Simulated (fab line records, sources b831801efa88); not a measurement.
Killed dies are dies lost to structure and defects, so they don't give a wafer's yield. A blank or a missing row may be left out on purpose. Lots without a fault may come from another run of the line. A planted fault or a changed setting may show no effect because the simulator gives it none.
fab line records | flow sky130
record lots=12 wafers=36 last_day=50
route steps=708 shown CONTACT@429 METAL1@452 VIA1@482 VIA2@531 PAD_OPEN@708
lots that met no fault: from a run of the same line without faults
start_h: hours from the record's first day to the start of the lot's first wafer shown | wait_h: hours since the lot's step before | " the same as in the row above | L1.1+2: a row that stands for several wafers | - no value, or no start given | * or withheld: withheld | < > ~ a bound
route shown NAME@n: a module of which the file shows steps, and the number in the route of the first | usual: mean/standard deviation of fault-free wafers | same: alike in all rows | chamber/n: place in a boat | sites: the reading at each site | _std_site: their standard deviation | _edge_site: outer sites' mean less inner sites' | radius_mm: how far each site lies from the wafer's centre | mask NAME#n: copy n | behind: the tool/chamber that last shaped the wafer | hold: why the lot was held/for how many hours/how that ended | device: the transistor (n, p or np) that didn't switch | end of line: the same wafers' tests at the end of the route | a step without rows: its recipe alone | killed: dies lost to structure and defects at the first sort, not the wafer's yield | map: a wafer's dies, x killed, . not, _ none there
set.NAME: the setting as run; set.NAME@STEP: as run at that earlier step | model.NAME: the simulator's own value behind a step, which no gauge read
steps of the route over a sample of lots; a table a step, a row a wafer
services: from which hour (start_h, from the record's first day; less than 0 if before it) a tool's chamber was out of use, for how many hours, and why
## steps
# step SKY_CONTACT_SPUTTER_23
# recipe material=TiN target_thk_nm=20 chamber_pressure_pa=5 power_w=4000 time_s=80
# usual throttle_valve_pct=29.5/1.1
# columns lot.wafer tool chamber start_h wait_h throttle_valve_pct
L111.1 pvd_sputter-01 - 731.26 0.0 30.2
L111.4 " - " " 27.6
L111.6 " - " " 28.3
L112.3 pvd_sputter-04 - 734.33 0.0 29.8
L112.4 " - " " 29.0
L112.5 " - " " 29.0
L113.4 pvd_sputter-04 - 737.56 0.0 30.1
L113.5 " - " " 30.2
L113.6 " - " " 29.9
L114.1 pvd_sputter-03 - 745.19 0.0 30.0
L114.2 " - " " 28.6
L114.4 " - " " 29.4
L115.4 pvd_sputter-01 - 759.77 0.0 27.6
L115.5 " - " " 27.6
L115.6 " - " " 29.6
L116.2 pvd_sputter-04 - 768.66 0.0 30.9
L116.5 " - " " 29.9
L116.6 " - " " 30.0
L118.1 pvd_sputter-03 - 776.73 0.0 28.5
L118.2 " - " " 29.4
L118.6 " - " " 30.9
L119.1 pvd_sputter-01 - 791.37 0.0 28.1
L119.4 " - " " 29.6
L119.6 " - " " 28.3
L126.2 pvd_sputter-01 - 880.48 0.0 30.1
L126.3 " - " " 27.6
L126.6 " - " " 30.3
L128.1 pvd_sputter-04 - 882.02 0.0 30.1
L128.3 " - " " 29.0
L128.5 " - " " 28.8
L129.1 pvd_sputter-01 - 886.83 0.0 28.3
L129.2 " - " " 30.2
L129.3 " - " " 27.6
L131.2 pvd_sputter-04 - 894.01 0.0 31.1
L131.4 " - " " 30.0
L131.6 " - " " 29.8
# step SKY_METAL1_ETCH_18
# recipe chemistry=N2/H2 target=BARC ion_energy_ev=200 bias_w=100 pressure_mtorr=30 n2_flow_sccm=100 h2_flow_sccm=200 icp_w=500 stop_on=SiO2 time_s=45.9 target_depth_a=600
# usual bias_w=100.0/0.31 drypump_motor_current_A=5.84/0.3 oes_product_au=0.854/0.005 throttle_valve_pct=13.224/0.0094
# columns lot.wafer tool chamber start_h wait_h bias_w drypump_motor_current_A oes_product_au rf_hours_counter_h throttle_valve_pct
L111.1 rie_metal-03 1 759.42 0.0 99.7 6.20 0.854 13 13.233
L111.4 " 1 " " 100.4 6.16 0.851 - 13.227
L111.6 " 1 " " 100.1 6.17 0.856 - 13.232
L112.3 rie_metal-02 0 763.06 0.0 100.0 5.93 0.856 - 13.234
L112.4 " 1 " " 99.8 5.54 0.855 - 13.213
L112.5 " 1 " " 99.9 5.55 0.849 - 13.233
L113.4 rie_metal-02 0 765.51 0.0 100.0 5.92 0.855 - 13.221
L113.5 " 1 " " 99.6 5.55 0.855 - 13.220
L113.6 " 0 " " 100.1 5.93 0.862 - 13.231
L114.1 rie_metal-01 0 772.93 0.0 100.3 5.52 0.850 5 13.202
L114.2 " 1 " " 99.8 6.23 0.857 13 13.218
L114.4 " 1 " " 99.9 6.23 0.846 - 13.230
L115.4 rie_metal-01 0 787.26 0.0 100.1 5.52 0.855 - 13.215
L115.5 " 1 " " 100.1 6.24 0.851 - 13.238
L115.6 " 0 " " 100.4 5.53 0.849 - 13.219
L116.2 rie_metal-02 0 797.27 0.0 99.5 5.95 0.857 10 13.231
L116.5 " 0 " " 99.8 5.91 0.850 - 13.208
L116.6 " 1 " " 100.0 5.54 0.866 - 13.213
L118.1 rie_metal-03 0 804.84 0.0 100.0 5.76 0.849 14 13.220
L118.2 " 1 " " 99.7 6.23 0.852 1 13.237
L118.6 " 1 " " 99.8 6.22 0.849 - 13.226
L119.1 rie_metal-01 1 819.89 0.0 99.7 6.24 0.850 15 13.206
L119.4 " 1 " " 99.7 6.22 0.853 - 13.212
L119.6 " 0 " " 100.1 5.52 0.861 - 13.227
L126.2 rie_metal-03 1 907.54 0.0 100.4 6.18 0.854 5 13.222
L126.3 " 0 " " 100.0 5.75 0.857 - 13.239
L126.6 " 0 " " 100.1 5.75 0.855 - 13.238
L128.1 rie_metal-02 1 908.92 0.0 100.0 5.54 0.856 8 13.230
L128.3 " 0 " " 100.3 5.93 0.844 - 13.225
L128.5 " 0 " " 100.0 5.95 0.857 - 13.230
L129.1 rie_metal-01 0 914.20 0.1 99.6 5.53 0.847 10 13.223
L129.2 " 0 " " 99.7 5.53 0.858 - 13.219
L129.3 " 0 " " 99.7 5.51 0.854 - 13.219
L131.2 rie_metal-03 0 920.83 0.0 100.3 5.75 0.862 19 13.237
L131.4 " 1 " " 99.8 6.16 0.854 - 13.215
L131.6 " 0 " " 100.1 5.75 0.846 - 13.229
# step SKY_VIA1_CMP_24
# recipe stop_on=SiO2 t_overpolish_s=15 down_force_psi=3.5 platen_rpm=60 target_thk_nm=0 pad_velocity_m_s=0.94248
# usual motor_current_A=11.8/1.1 overpolish_run_s=15.001/0.0097 time_to_endpoint_s=64/3.8
# columns lot.wafer tool chamber start_h wait_h motor_current_A overpolish_run_s time_to_endpoint_s
L111.1 cmp-02 1 787.70 0.1 11.4 15.019 64
L111.4 " 2 " " 11.0 14.999 68
L111.6 " 0 " " 12.8 14.994 61
L112.3 cmp-02 0 792.66 0.1 14.1 14.998 56
L112.4 " 1 " " 11.7 14.994 66
L112.5 " 0 " " 13.3 14.988 57
L113.4 cmp-01 3 794.90 0.2 10.6 15.005 67
L113.6 " 0 " " 12.3 15.014 61
L113.5 " 1 " " 12.8 14.989 66
L114.4 cmp-02 1 802.25 0.0 11.6 14.992 68
L114.2 " 3 " " 11.1 15.003 64
L114.1 " 0 " " 13.0 15.002 58
L115.4 cmp-02 2 816.95 0.0 11.0 14.987 69
L115.6 " 2 " " 11.0 15.008 71
L115.5 " 3 " " 11.3 15.002 63
L116.2 cmp-02 1 827.36 0.1 11.3 14.996 67
L116.6 " 3 " " 11.4 15.007 64
L116.5 " 0 " " 13.5 15.011 62
L118.2 cmp-01 2 834.20 0.0 12.0 14.999 65
L118.1 " 1 " " 13.0 15.018 69
L118.6 " 3 " " 10.2 15.012 65
L119.1 cmp-02 2 848.66 0.1 10.2 15.017 62
L119.4 " 0 " " 12.9 14.996 57
L119.6 " 2 " " 10.9 15.003 63
L126.3 cmp-02 0 935.71 0.0 13.1 15.009 59
L126.2 " 3 " " 10.7 14.999 62
L126.6 " 0 " " 13.4 14.982 55
L128.1 cmp-01 2 936.28 0.1 12.2 15.005 70
L128.3 " 1 " " 12.9 14.991 66
L128.5 " 3 " " 10.6 15.023 63
L129.1 cmp-01 0 941.43 0.1 13.1 15.001 62
L129.3 " 1 " " 13.0 15.000 66
L129.2 " 2 " " 11.9 14.990 69
L131.4 cmp-02 1 947.91 0.0 10.8 15.004 64
L131.2 " 2 " " 11.0 15.001 68
L131.6 " 1 " " 11.0 15.006 64
# step SKY_VIA2_CMP_24
# recipe stop_on=SiO2 t_overpolish_s=20 down_force_psi=3.5 platen_rpm=60 target_thk_nm=0 pad_velocity_m_s=0.94248
# usual motor_current_A=11.9/1 overpolish_run_s=19.998/0.0096 time_to_endpoint_s=100/4.8
# columns lot.wafer tool chamber start_h wait_h motor_current_A overpolish_run_s time_to_endpoint_s
L111.1 cmp-01 2 845.73 0.1 12.5 20.005 104
L111.4 " 3 " " 11.0 19.990 102
L111.6 " 1 " " 13.0 20.006 102
L112.3 cmp-02 3 849.70 0.1 10.7 20.014 96
L112.4 " 0 " " 13.6 20.003 92
L112.5 " 1 " " 11.5 20.010 102
L113.4 cmp-01 2 850.73 0.1 11.4 19.997 105
L113.5 " 0 " " 12.5 19.997 93
L113.6 " 1 " " 12.8 19.991 99
L114.1 cmp-02 1 858.22 0.1 11.4 19.981 104
L114.4 " 2 " " 10.5 20.008 105
L114.2 " 3 " " 11.0 19.999 99
L115.4 cmp-01 3 872.30 0.1 10.7 20.012 106
L115.6 " 1 " " 12.7 20.000 103
L115.5 " 2 " " 11.3 20.003 102
L116.2 cmp-01 3 881.51 0.1 10.5 20.012 105
L116.5 " 2 " " 13.0 19.998 102
L116.6 " 3 " " 10.6 20.004 99
L118.1 cmp-02 1 889.77 0.1 11.1 19.992 101
L118.2 " 2 " " 10.8 19.997 101
L118.6 " 0 " " 12.7 20.004 93
L119.1 cmp-01 0 903.17 0.1 13.2 19.991 100
L119.4 " 1 " " 12.7 20.010 104
L119.6 " 0 " " 11.9 19.990 103
L126.2 cmp-01 1 986.41 0.0 13.2 19.984 55
L126.3 " 0 " " 12.7 19.998 50
L126.6 " 2 " " 12.3 19.992 58
L128.3 cmp-01 1 987.81 0.1 12.5 20.009 57
L128.1 " 2 " " 11.9 20.003 57
L128.5 " 0 " " 13.2 19.989 51
L129.3 cmp-02 0 993.40 0.0 13.3 19.995 98
L129.2 " 1 " " 11.5 20.013 109
L129.1 " 2 " " 10.8 20.010 108
L131.4 cmp-02 2 998.67 0.0 10.4 19.997 106
L131.2 " 3 " " 10.5 19.983 108
L131.6 " 3 " " 11.2 20.002 105
# step SKY_PAD_OPEN_PROBE_99
# usual defect_limited_yield=82.6/2 killed_at_M0_to_M3=43/7.3 killed_at_M4_up=3.4/1.7 killed_at_contacts=24/4.5 killed_at_front_end=16/4.4 killed_at_other=0.2/0.51 killed_dies=86/9.7 killed_open=46/6.6 killed_short=39/7.1 sort_bin_3_pad_short=0.9/0.45 sort_bin_5_function=10.4/1.4 sort_bin_6_memory=6.2/1.2 sort_n_pass=406/9.7 sort_yield_pct=82.6/2
# same gross_dies=492 killed_at_back_side=0 sort_bin_4_leakage[%]=0 sort_bin_8_speed[%]=0
# columns lot.wafer tool chamber start_h wait_h defect_limited_yield[%] killed_at_M0_to_M3 killed_at_M4_up killed_at_contacts killed_at_front_end killed_at_other killed_dies killed_open killed_short sort_bin_3_pad_short[%] sort_bin_5_function[%] sort_bin_6_memory[%] sort_n_pass sort_yield_pct[%]
L119.1 prober-01 - 1167.05 0.1 83.1 42 4 28 9 0 83 39 44 0.8 9.6 6.5 409 83.1
L119.4 prober-01 - 1167.20 0.2 82.7 44 4 25 12 0 85 39 46 1.4 10.2 5.7 407 82.7
L119.6 prober-01 - 1167.30 0.2 80.3 43 3 33 18 0 97 51 45 1.6 10.8 7.3 395 80.3
# killed by level:class
L119.1 VIA2:geometric_particle:open=9 CONTACT:geometric_particle:short=8 CONTACT:geometric_particle:open=8 VIA1:geometric_particle:open=7 METAL2:geometric_particle:short=6 METAL3:geometric_particle:short=6 LI_CONTACT:geometric_particle:open=5 POLY_GATE:geometric_particle:short=4
L119.4 LI_CONTACT:geometric_particle:open=8 CONTACT:geometric_particle:open=7 METAL2:geometric_particle:short=7 METAL1:geometric_particle:short=6 VIA2:geometric_particle:open=5 VIA3:geometric_particle:short=4 METAL2:geometric_particle:open=4 VIA1:geometric_particle:open=4
L119.6 VIA1:geometric_particle:open=11 CONTACT:geometric_particle:open=10 CONTACT:geometric_particle:short=8 VIA2:geometric_particle:open=8 LI_CONTACT:geometric_particle:open=6 POLY_GATE:geometric_particle:open=5 LOCAL_INTERCONNECT:geometric_particle:short=5 VIA1:geometric_particle:short=5
## services
# columns tool chamber start_h hours kind
pvd_sputter-04 - 721.46 2.0 repair
cmp-01 - 737.15 1.1 repair
cmp-02 - 742.00 1.2 repair
cmp-01 - 744.00 4.0 pm
pvd_sputter-01 - 748.70 4.8 repair
cmp-01 - 760.63 5.4 pm
cmp-02 - 774.88 3.5 repair
cmp-02 - 817.34 4.3 pm
cmp-01 - 824.61 0.8 repair
cmp-01 - 871.74 0.4 repair
cmp-01 - 886.63 3.1 repair
pvd_sputter-01 - 890.77 4.1 repair
cmp-02 - 897.36 14.7 repair
cmp-02 - 912.03 4.0 pm
cmp-01 - 916.25 5.6 pm
pvd_sputter-01 - 925.11 1.4 repair
rie_metal-03 0 927.17 20.9 repair
cmp-01 - 933.27 1.8 repair
cmp-02 - 945.48 2.2 repair
cmp-02 - 949.42 2.6 repair
rie_metal-02 - 959.01 0.9 repair
rie_metal-01 - 980.42 0.4 repair
pvd_sputter-04 - 984.55 0.5 repair
cmp-02 - 995.02 1.7 repair
## key
first_sign step=SKY_VIA2_CMP_24 reading=time_to_endpoint_s direction=down sigmas=9.6 usual=* struck=*
effect none on later readings
met_at SKY_VIA2_CMP_24
struck_lots L126,L128
not_acting_at SKY_CONTACT_SPUTTER_23,SKY_METAL1_ETCH_18,SKY_VIA1_CMP_24
onset_between 903.17 986.41
fault kind=process_parameter_drift tool=cmp-01 chamber=- onset_h=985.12 steps=SKY_VIA2_CMP_24 channel=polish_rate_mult offset=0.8 shape=step end_h=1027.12
